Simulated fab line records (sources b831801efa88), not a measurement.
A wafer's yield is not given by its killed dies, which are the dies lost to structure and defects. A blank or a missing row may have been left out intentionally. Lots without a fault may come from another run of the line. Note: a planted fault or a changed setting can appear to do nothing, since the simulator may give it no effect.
Problem report in the 8D (eight disciplines) form, filled by code + flow gf180mcu + the parts of the form that need people (team, actions taken, sign-off) are left out

1. PROBLEM STATEMENT
Across 6 wafers from 2 lots, HV_LDD_RS at GF_HV_LDD_RS_MEAS_53 averages 427.1 ohm/sq, while fault-free wafers read 418.2 ohm/sq with a standard deviation of 0.87. That puts it +10 standard deviations away from the usual mean.
The step: measures by four-point-probe.
Seen first at day 17 18:33 on film_metro-04, wafer L725.1. The record has a number at this step for 36 wafers belonging to 12 lots. By rule, "out" or "out of limits" means more than 4 standard deviations away from the usual mean. The rest of the wafers with a number are treated as sound.

2. WHAT IT IS AND WHAT IT IS NOT
| question                    | is                           | is not                                                                    |
|-----------------------------|------------------------------|---------------------------------------------------------------------------|
| which readings at this step | HV_LDD_RS                    | -                                                                         |
| which lots                  | L725, L726                   | L709, L710, L714, L715, L717, L719, L720, L724, L727, L732                |
| which wafers of those lots  | all that have a number       | -                                                                         |
| read on which gauges        | film_metro-02, film_metro-04 | film_metro-01                                                             |
| when                        | from day 17 18:33            | up to then (24 sound wafers); but 6 sound wafers of L727, L732 came after |

3. THE SUSPECTS, EACH WITH WHAT RULES IT OUT
Counting: a tool at a process step up to the reading stays a suspect if it ran every lot that is out and no sound lot after the first of them.
- the gauge at GF_HV_LDD_RS_MEAS_53 is ruled out. The wafers that are out were read on 2 gauges (film_metro-02, film_metro-04).
- implanter-04 at GF_HV_LDD_IMPLANT_34: kept. All lots that are out passed through it, beginning with L725 at day 16 18:44, and no sound lot followed; its final sound lot before that point was L717 at day 14 06:41. Its own dose_ions_cm2, faraday_current_uA readings are out on those wafers.
After counting, what remains is implanter-04 at GF_HV_LDD_IMPLANT_34.

4. THE CAUSE (what the simulator had put in)
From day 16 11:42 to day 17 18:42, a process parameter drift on implanter-04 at GF_HV_LDD_IMPLANT_34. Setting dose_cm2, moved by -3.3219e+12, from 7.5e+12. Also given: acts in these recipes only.
Counting left only this tool.

5. SEQUENCE OF EFFECTS, ordered by route
One row per reading whose mean, taken over the struck wafers that have a number, lies over 3 standard deviations from the usual. Scope: only readings with a usual standard deviation given in the record; hours: median across lots of the time from each lot's start at the first step in this table that gives one to its start at this step; sigmas: change in usual standard deviations.
| hours | step                 | reading            | usual        | on struck wafers | change   | sigmas      |
|-------|----------------------|--------------------|--------------|------------------|----------|-------------|
| 0     | GF_HV_LDD_IMPLANT_34 | dose_ions_cm2      | 7.5e+12      | 4.2e+12          | -3.3e+12 | -99 or more |
| 0     | GF_HV_LDD_IMPLANT_34 | faraday_current_uA | 42.4         | 23.8             | -18.6    | -23         |
| 1     | GF_HV_LDD_TW_MEAS_38 | HV_LDD_3_TW        | 1432         | 1382             | -50      | -3.2        |
| 24    | GF_HV_LDD_RS_MEAS_53 | HV_LDD_RS          | 418.2 ohm/sq | 427.1            | +8.9     | +10         |
Here are the process steps it includes:
- GF_HV_LDD_IMPLANT_34

6. HOW IT WOULD HAVE BEEN CAUGHT EARLIER
The first out-of-limits reading at a measuring or inspecting step in this record came at day 17 18:33, 31 hours after the fault's start at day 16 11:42.
The tool's own readings at GF_HV_LDD_IMPLANT_34 were out on every struck wafer that the step has a row for (dose_ions_cm2, faraday_current_uA): an alarm limit on them would have fired on the first of those.
All the lots that are out (2) had begun GF_HV_LDD_IMPLANT_34 on implanter-04 by day 17 18:33. Had the tool been put on hold then, not one of them would have been saved.
